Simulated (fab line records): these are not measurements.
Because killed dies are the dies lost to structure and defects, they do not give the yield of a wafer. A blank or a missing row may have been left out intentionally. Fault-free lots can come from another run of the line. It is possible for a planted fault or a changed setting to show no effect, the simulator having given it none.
A lot that was struck, set against a sound lot -- flow sky130 -- 35 out of 708 route steps
Sound: the wafers L995.2, L995.4, L995.6. Struck: wafer L109.2. (L109.5, L109.6 of the same lot were not struck and are left out.) The cause comes at the end.
Per side, at each step with rows, come the tool, then ch with its chambers, and then its first start. Under that, the readings that differ: sound wafers -- struck wafers -- difference of the means -- sigmas: that difference in standard deviations of wafers without a fault.
alike: same words and numbers on both sides, and readings whose means sit less than 2 such deviations apart. not compared: any withheld reading, any reading some wafer has no value for, any bound like >300 that may hide the same value, and any number with overlapping values for which the record gives no deviation.
The two part at a step that has a row with sigmas, a row that says differs or no value, or rows on one side only. Numbers that don't overlap but have no deviation are shown without sigmas and don't part them. Lack of a reading on every wafer of one side parts them only where that side has two or more wafers.

first, 10 steps without rows for these wafers: SKY_CONTACT_ETCH_17 (etches SiO2 in C4F8/O2/Ar, stops on Si3N4, target depth 340 nm); SKY_CONTACT_ETCH_18 (etches Si3N4 in CHF3/O2, stops on TiN, time 39 s, target depth 75 nm); SKY_CONTACT_STRIP_19 (strips in O2/N2); SKY_CONTACT_STRIP_20 (strips in post etch residue remover, time 1200 s); SKY_CONTACT_CLEAN_21 (cleans in IPA, time 180 s); SKY_CONTACT_CLEAN_22 (cleans in O3/DIW); SKY_CONTACT_SPUTTER_23 (material TiN, target thk 20 nm, time 80 s); SKY_CONTACT_CVD_24 (deposits W, target thk 340 nm, time 102.12 s); SKY_CONTACT_CMP_27 (polishes, stops on SiO2, t overpolish 15 s, target thk 0 nm); SKY_METAL1_SPUTTER_00 (material Ti, target thk 15 nm, time 10 s).
SKY_METAL1_SPUTTER_01: material TiN, target thk 20 nm, time 16.7 s.
  sound: pvd_sputter-03 at day 32 06:02; struck: pvd_sputter-04 at day 37 08:01
  alike: cathode_dc_power_W, throttle_valve_pct
then, 23 steps without rows for these wafers: SKY_METAL1_SPUTTER_02 (material AlCu, target thk 250 nm, time 13.3 s); SKY_METAL1_SPUTTER_03 (material Ti, target thk 5 nm, time 3.3 s); SKY_METAL1_SPUTTER_04 (material TiN, target thk 70 nm, time 58.3 s); SKY_METAL1_DEHYDRATE_07 (time 60 s); SKY_METAL1_HMDS_08 (prime time 60 s); SKY_METAL1_COAT_09 (resist thk 60 nm); SKY_METAL1_COAT_10 (resist thk 450 nm); SKY_METAL1_SOFTBAKE_11 (time 90 s); SKY_METAL1_EXPOSE_12 (exposes mask MM1, target cd 140 nm); SKY_METAL1_PEB_13; SKY_METAL1_DEVELOP_14 (develop time 60 s); SKY_METAL1_DESCUM_17 (chemistry O2, time 8 s); SKY_METAL1_ETCH_18 (etches BARC in N2/H2, stops on SiO2, time 45.9 s, target depth 60 nm); SKY_METAL1_METAL_ETCH_19 (etches the open film in Cl2/BCl3, stops on SiO2, target depth 360 nm, time 78 s); SKY_METAL1_STRIP_20 (strips in O2/N2); SKY_METAL1_STRIP_21 (strips in post etch residue remover, time 1200 s); SKY_METAL1_CLEAN_22 (cleans in IPA, time 180 s); SKY_METAL1_CLEAN_23 (cleans in O3/DIW); SKY_VIA1_HDPCVD_00 (deposits SiO2, target thk 1030 nm, time 171.7 s); SKY_VIA1_CMP_02 (polishes SiO2); SKY_VIA1_DEHYDRATE_04 (time 60 s); SKY_VIA1_HMDS_05 (prime time 60 s); SKY_VIA1_COAT_06 (resist thk 60 nm).
-- the record jumps here: 13 days lie between the struck wafers' starts before and after (it left off in module VIA1 and takes up again in module PAD_OPEN, whose first step shown is number 708 of the route) --
SKY_PAD_OPEN_PROBE_99:
  sound: prober-02 at day 46 06:05; struck: prober-01 at day 49 22:25
reading,sound,struck,difference,sigmas
defect_limited_yield (%),80.1 81.5 83.7,73.4,-8.4,-4
killed_at_M0_to_M3,47 45 47,81,+35,+5
killed_dies,98 91 80,131,+41,+4
killed_short,53 48 33,30,-15,-2
sort_bin_3_pad_short (%),0.6 1.0 1.0,1.8,+0.9,+2
sort_bin_5_function (%),10.4 8.9 8.5,16.7,+7.4,+5
sort_n_pass,394 401 412,361,-41,-4
sort_yield_pct (%),80.1 81.5 83.7,73.4,-8.4,-4
model.etest.tester.sort_n_pass,394 401 412,361,-41,
model.etest.tester.sort_yield_pct (%),80.08 81.5 83.74,73.37,-8.40,
model.etest.tester.sort_bin_5_pct (%),10.37 8.943 8.537,16.67,+7.39,
model.etest.tester.sort_bin_3_pct (%),0.6098 1.016 1.016,1.829,+0.948,
  alike: killed_at_M4_up, killed_at_contacts, killed_at_front_end, killed_at_other, killed_open, sort_bin_6_memory

== WHERE THEY PART ==
Only at SKY_PAD_OPEN_PROBE_99, within this record.

WHY: whatever the simulator had introduced
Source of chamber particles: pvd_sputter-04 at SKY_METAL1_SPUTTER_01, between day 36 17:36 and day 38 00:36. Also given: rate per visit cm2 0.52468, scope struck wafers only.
